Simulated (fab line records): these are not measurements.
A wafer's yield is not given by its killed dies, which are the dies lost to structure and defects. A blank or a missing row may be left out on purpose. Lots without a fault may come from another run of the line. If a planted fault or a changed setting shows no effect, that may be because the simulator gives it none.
Shared-tool check ; flow gf180mcu ; Sample size 13 lots and 39 wafers

== WHY IT WAS OPENED ==
2 of 13 lots carry a flag on the reading DNWELL_TW at GF_DNWELL_TW_MEAS_09. Fault-free wafers read 1353, with a standard deviation of 7.9.
Rule: a lot is flagged when every wafer of it that has a number lies more than 4 standard deviations from that mean, or none has a number. All remaining lots are regarded as sound.

lot;measured;on;DNWELL_TW, wafer by wafer;flag
L109;day 2 18:23;film metro-04;1350 1360 1353;
L111;day 3 04:30;film metro-01;1352 1356 1356;
L112;day 3 11:12;film metro-04;1369 1362 1367;
L113;day 3 16:05;film metro-02;1354 1358 1351;
L114;day 3 22:01;film metro-02;1511 1512 1518;FLAGGED
L115;day 4 03:46;film metro-01;1519 1520 1533;FLAGGED
L119;day 5 00:55;film metro-01;1353 1350 1347;
L127;day 6 18:14;film metro-04;1371 1371 1373;
L128;day 6 23:55;film metro-02;1349 1344 1350;
L129;day 7 05:33;film metro-02;1339 1346 1348;
L130;day 7 11:15;film metro-04;1344 1336 1343;
L131;day 7 15:48;film metro-01;1359 1353 1355;
L132;day 7 20:44;film metro-01;1343 1344 1341;
Average over the flagged lots: 1519; offset from the usual +166, equal to +21 standard deviations.

== WHICH TOOL EACH LOT WENT THROUGH ==
The record holds 1 process step before the reading, out of a route of 602 steps. Read each cell as the tool, then ch plus the chambers that the sampled wafers visited, then the start.
lot;flag;GF_DNWELL_IMPLANT_07
L109;;implanter-01 ch 0, day 2 18:08
L111;;implanter-01 ch 0, day 3 04:16
L112;;implanter-01 ch 0, day 3 10:57
L113;;implanter-01 ch 0, day 3 15:50
L114;FLAGGED;implanter-01 ch 0, day 3 21:47
L115;FLAGGED;implanter-01 ch 0, day 4 03:31
L119;;implanter-03 ch 0, day 5 00:41
L127;;implanter-01 ch 0, day 6 17:59
L128;;implanter-04 ch 0, day 6 23:40
L129;;implanter-03 ch 0, day 7 05:18
L130;;implanter-04 ch 0, day 7 11:00
L131;;implanter-01 ch 0, day 7 15:34
L132;;implanter-03 ch 0, day 7 20:29
What these steps do:
- GF_DNWELL_IMPLANT_07
- GF_DNWELL_TW_MEAS_09

== FLAGGED OVER TOTAL, TOOL BY TOOL (the gauges that took the reading come last) ==
step;tool;lots run;flagged;share of the flagged lots;sound lots run after its first flagged lot
GF_DNWELL_IMPLANT_07;implanter-01;8;2;all;2 (L127,L131)
GF_DNWELL_IMPLANT_07;implanter-03;3;0;none;-
GF_DNWELL_IMPLANT_07;implanter-04;2;0;none;-
GF_DNWELL_TW_MEAS_09;film metro-01;5;1;some;3 (L119,L131,L132)
GF_DNWELL_TW_MEAS_09;film metro-02;4;1;some;2 (L128,L129)
GF_DNWELL_TW_MEAS_09;film metro-04;4;0;none;-

== WHAT THE TABLE PERMITS ==
Rows of the table that ran each flagged lot: 1, that is implanter-01 at GF_DNWELL_IMPLANT_07.
- implanter-01 at GF_DNWELL_IMPLANT_07: 2 of its 8 lots flagged. Sound lots followed the first flagged one (L127, L131) on it, something a lasting fault affecting the whole tool could not allow. Its own readings (tilt deg) fall more than 4 standard deviations out on all wafers of the flagged lots.
None of the table's rows ran every flagged lot and, after the first, no sound lot.

== WHAT THE SIMULATOR HAD PUT IN ==
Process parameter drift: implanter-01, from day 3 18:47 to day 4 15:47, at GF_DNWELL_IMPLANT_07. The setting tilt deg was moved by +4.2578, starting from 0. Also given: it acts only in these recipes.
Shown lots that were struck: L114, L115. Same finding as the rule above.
